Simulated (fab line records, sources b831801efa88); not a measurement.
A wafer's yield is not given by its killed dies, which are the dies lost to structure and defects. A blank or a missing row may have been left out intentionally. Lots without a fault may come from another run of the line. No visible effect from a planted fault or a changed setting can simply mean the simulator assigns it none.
Chamber matching ; flow sfqLine ; cmp-01 running SFQ_TRILAYER_I6_CMP_CMP_166: 4 sister chambers
The step polishes SiO2. 4 wafers are shown with their chamber, then 9 later ones without.

WAFERS PAIRED WITH THEIR CHAMBERS
wafer;chamber;motorCurrentA (A)
L101.2;3;9.5
L111.2;2;9.9
L111.3;1;10.4
L111.4;0;10.9

WAFERS WITHOUT THEIR CHAMBER
wafer;motorCurrentA (A)
L113.2;10.9
L113.1;9.7
L113.5;10.9
L115.2;10.9
L115.3;10.0
L115.4;10.7
L116.4;11.1
L116.3;8.7
L116.6;10.9

CHAMBER TAKEN BY EACH
wafer;from the rows above;in truth
L113.2;can't be placed: 0 or 1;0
L113.1;can't be placed: 3 or 2 or 1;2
L113.5;can't be placed: 0 or 1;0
L115.2;can't be placed: 0 or 1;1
L115.3;can't be placed: 2 or 1 or 3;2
L115.4;can't be placed: 0 or 1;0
L116.4;can't be placed: 0 or 1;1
L116.3;can't be placed: 3 or 2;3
L116.6;can't be placed: 0 or 1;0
Correct placement for 0 of the 9. Cannot be placed on the basis of these rows: 9; the candidates contain the true chamber in 9. Placed wrongly: 0.
How it was worked out, from the rows above alone: a wafer's distance from a chamber is the root of the sum, over the readings, of the square of ((its reading less the chamber's mean) divided by the reading's scatter). If the next closest chamber is less than 2 further off than the closest, the wafer can't be placed; otherwise it belongs to the closest. A chamber's mean is the mean of its shown wafers. The scatter (one wafer shown for each chamber): square how far every hidden wafer sits from the nearest shown wafer, average those squares and take the square root.
